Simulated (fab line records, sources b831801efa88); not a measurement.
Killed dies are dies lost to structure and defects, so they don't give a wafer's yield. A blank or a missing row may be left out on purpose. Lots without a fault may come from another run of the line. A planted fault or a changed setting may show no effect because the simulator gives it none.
One fault seen from 2 desks | flow sky130 | each desk has only its own numbers; what lay behind them comes last

THE TOOL OWNER'S DESK: plasma_asher-04
The tool's own readings at SKY_LDD_P_STRIP_10 (strips in O2/N2): means of the sampled wafers that have a number, for each lot that ran on this tool. A lot is out of limits, marked OUT, if its mean lies more than 4 standard deviations from the usual mean; the brackets give that distance.
Columns: A = chamber_pressure_mTorr at SKY_LDD_P_STRIP_10, usual 1499.9 mTorr; B = drypump_motor_current_A at SKY_LDD_P_STRIP_10, usual 5.5 A; C = oes_product_au at SKY_LDD_P_STRIP_10, usual 0.715 a.u.; D = strip_time_to_endpoint_s at SKY_LDD_P_STRIP_10, usual 14.18 s
lot  | first seen here | A      | B   | C     | D
L761 | day 20 20:23    | 1499.9 | 5.4 | 0.720 | 14.17
L760 | day 20 21:52    | 1500.6 | 5.1 | 0.715 | 14.20
L762 | day 21 10:26    | 1500.3 | 5.4 | 0.717 | 14.26
L772 | day 24 23:56    | 1499.5 | 5.1 | 0.714 | 14.19
L776 | day 26 11:20    | 1499.4 | 5.1 | 0.715 | 14.20
L778 | day 26 21:53    | 1499.9 | 5.4 | 0.715 | 14.18
L779 | day 27 03:26    | 1500.0 | 5.4 | 0.714 | 14.11
This desk's finding: nothing out of limits on any of the 7 lots.

THE METROLOGY DESK
What the gauges read, lot by lot, whatever tool the lot ran on: means of the sampled wafers that have a number. A lot is out of limits, marked OUT, if its mean lies more than 4 standard deviations from the usual mean; the brackets give that distance.
Columns: A = cd_nm at SKY_LDD_P_CD_MEAS_07, usual 379.8 nm; B = LDD_HVN_TW at SKY_LDD_HVN_TW_MEAS_10, usual 1431; C = LDD_LDN_OVL at SKY_LDD_LDN_OVL_MEAS_07, usual -0.7 nm
lot  | first seen here | A     | B                    | C
L758 | day 19 08:00    | 380.5 | 1436                 | -2.1
L759 | day 19 20:35    | 381.4 | 1423                 | -2.5
L761 | day 20 20:05    | 380.8 | 1411                 | 1.3
L760 | day 20 21:35    | 379.4 | 1441                 | -1.2
L762 | day 21 10:08    | 377.0 | 1418                 | -0.1
L765 | day 22 10:09    | 376.1 | 30 (-99 or more) OUT | -1.1
L766 | day 22 23:26    | 379.1 | 30 (-99 or more) OUT | 0.1
L767 | day 23 04:28    | 380.0 | 30 (-99 or more) OUT | 0.7
L772 | day 24 23:38    | 378.3 | 1426                 | -1.5
L773 | day 25 07:43    | 380.4 | 1415                 | -1.4
L774 | day 25 19:48    | 381.0 | 1438                 | 0.1
L776 | day 26 11:02    | 382.7 | 1426                 | -1.7
L777 | day 26 12:34    | 376.5 | 1449                 | -1.9
L778 | day 26 21:35    | 379.1 | 1450                 | -0.9
L779 | day 27 03:09    | 379.0 | 1437                 | 1.0
This desk's finding: out of limits on L765, L766, L767; first on L765, day 23 16:41 (LDD_HVN_TW at SKY_LDD_HVN_TW_MEAS_10). In limits: L758, L759, L761, L760, L762, L772, L773, L774, L776, L777, L778, L779.

PUT TOGETHER
The metrology desk could have raised an alarm at day 23 16:41, on L765, L766, L767.
The tool owner's desk saw nothing out of limits.
The tool owner's desk has no number on record for L765, L766, L767.
Of the lots named, all ran SKY_LDD_P_STRIP_10 on plasma_asher-04.

WHAT THE SIMULATOR HAD PUT IN
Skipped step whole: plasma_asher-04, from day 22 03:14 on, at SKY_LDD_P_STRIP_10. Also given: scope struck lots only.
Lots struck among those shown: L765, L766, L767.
Hours from the fault's start to each desk's first reading out of limits: the metrology desk, 37.
